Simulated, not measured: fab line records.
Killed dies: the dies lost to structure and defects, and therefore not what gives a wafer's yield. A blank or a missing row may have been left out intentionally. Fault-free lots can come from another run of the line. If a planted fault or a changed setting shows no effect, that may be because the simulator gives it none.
Which tool is to blame? -- flow gf180mcu -- Sampling: 15 lots, 44 wafers, 3 of 602 route steps

WHAT EACH GAUGE READ, for each wafer
GF_PSD_RS_MEAS_14: measures by four-point-probe.
lot,measured,on,NSD_RS (ohm/sq)
L310,day 14 05:43,film metro-02,46.18 46.29 46.22
L311,day 14 15:38,film metro-03,46.08 46.21 46.16
L312,day 14 21:50,film metro-03,46.16 46.03 46.09
L313,day 15 04:31,film metro-01,43.83 46.10 43.94
L314,day 15 10:59,film metro-03,43.94 46.22 43.99
L315,day 16 04:25,film metro-03,43.88 43.82
L316,day 16 04:38,film metro-02,46.03 46.12 46.01
L324,day 19 08:01,film metro-03,46.20 46.33 46.36
L325,day 19 13:07,film metro-02,46.26 46.18 46.17
L326,day 19 19:09,film metro-01,46.17 46.28 46.29
L328,day 20 12:16,film metro-02,46.31 46.36 46.23
L329,day 21 10:39,film metro-02,46.19 46.12 46.05
L330,day 21 11:37,film metro-03,46.27 46.14 46.18
L332,day 22 00:50,film metro-03,46.39 46.21 46.25
L333,day 22 06:35,film metro-01,46.08 46.06 46.20

GF_PSD_RS_MEAS_15: measures by four-point-probe.
lot,measured,on,PSD_RS (ohm/sq)
L310,day 14 05:50,film metro-02,108.71 108.74 108.92
L311,day 14 15:46,film metro-03,108.73 109.01 108.70
L312,day 14 21:57,film metro-03,108.73 108.20 108.60
L313,day 15 04:38,film metro-01,103.82 108.19 103.75
L314,day 15 11:06,film metro-03,103.91 108.98 104.03
L315,day 16 04:32,film metro-03,103.49 103.65
L316,day 16 04:45,film metro-02,108.68 108.10 108.16
L324,day 19 08:08,film metro-03,109.06 109.22 109.31
L325,day 19 13:14,film metro-02,109.08 108.87 108.97
L326,day 19 19:16,film metro-01,108.84 108.79 108.85
L328,day 20 12:23,film metro-02,108.65 108.51 108.62
L329,day 21 10:46,film metro-02,108.73 108.32 108.52
L330,day 21 11:44,film metro-03,108.53 108.69 108.69
L332,day 22 00:57,film metro-03,108.95 108.88 108.40
L333,day 22 06:42,film metro-01,108.40 108.26 108.41

EACH LOT AND THE TOOL THAT RAN IT (in order: tool; ch and the chambers of the sampled wafers; start)
lot,GF_PSD_RTA_13
L310,"rtp anneal-02 ch 0, day 14 05:38"
L311,"rtp anneal-01 ch 0, day 14 15:32"
L312,"rtp anneal-02 ch 0, day 14 21:45"
L313,"rtp anneal-02 ch 0, day 15 04:26"
L314,"rtp anneal-02 ch 0, day 15 10:53"
L315,"rtp anneal-02 ch 0, day 16 04:19"
L316,"rtp anneal-01 ch 0, day 16 04:32"
L324,"rtp anneal-02 ch 0, day 19 07:54"
L325,"rtp anneal-01 ch 0, day 19 13:02"
L326,"rtp anneal-02 ch 0, day 19 19:04"
L328,"rtp anneal-02 ch 0, day 20 12:11"
L329,"rtp anneal-01 ch 0, day 21 10:33"
L330,"rtp anneal-02 ch 0, day 21 11:32"
L332,"rtp anneal-01 ch 0, day 22 00:44"
L333,"rtp anneal-01 ch 0, day 22 06:29"
- GF_PSD_RTA_13: time 20 s.

WHAT THE TOOLS THEMSELVES READ (means of the sampled wafers that have a number; where no wafer has one, the mark that the record gives instead)
GF_PSD_RTA_13.
lot,tool,lamp power pct (%),run length s (s),wafer_temp_C_max
L310,rtp anneal-02,40,49.2,1027.7
L311,rtp anneal-01,34,48.8,1031.5
L312,rtp anneal-02,40,49.1,1028.5
L313,rtp anneal-02,40,56.6,1027.3
L314,rtp anneal-02,40,56.6,1027.3
L315,rtp anneal-02,40,60.4,1028.4
L316,rtp anneal-01,34,48.6,1029.8
L324,rtp anneal-02,40,49.3,1027.8
L325,rtp anneal-01,34,48.6,1031.9
L326,rtp anneal-02,40,49.3,1028.3
L328,rtp anneal-02,40,49.1,1027.8
L329,rtp anneal-01,34,48.5,1031.0
L330,rtp anneal-02,40,49.3,1027.7
L332,rtp anneal-01,34,48.5,1031.7
L333,rtp anneal-01,34,48.8,1031.3

THE ANSWER, worked out from the rows above alone
Rule: usual is defined by the lots themselves. The widest of any qualifying gaps counts: lots, ordered by their means at a reading, are off when they make up no more than a third of the lots, leave a main group of 4 or more, and stand apart from it by 3 or more times the standard deviation of that group's means. Not used: any main group whose means are identical at the precision the tables above print for the reading. Also off: a lot with no number at a reading for which 4 or more lots have one. Any other lot the step has rows for is counted as sound. Order of review: gauges by route order, followed by the tools' own readings, for which a lot's mean as printed above is used. The first step at which some lot is off is used, and at that step the reading that is off furthest; a lot without a number counts as furthest.
Off: L313, L314, L315, seen at GF_PSD_RS_MEAS_14 (NSD_RS). The main group has a mean of 46.19 ohm/sq with a standard deviation of 0.08.
A tool fits if, at a process step before that reading, it ran every lot that is off, and no sound lot after the first of them. Not tried: the gauges at GF_PSD_RS_MEAS_14; whatever is off there is also off at GF_PSD_RTA_13, on other tools, and gauge error can't account for it. Of those tried, none fits.

WHAT THE SIMULATOR PUT IN
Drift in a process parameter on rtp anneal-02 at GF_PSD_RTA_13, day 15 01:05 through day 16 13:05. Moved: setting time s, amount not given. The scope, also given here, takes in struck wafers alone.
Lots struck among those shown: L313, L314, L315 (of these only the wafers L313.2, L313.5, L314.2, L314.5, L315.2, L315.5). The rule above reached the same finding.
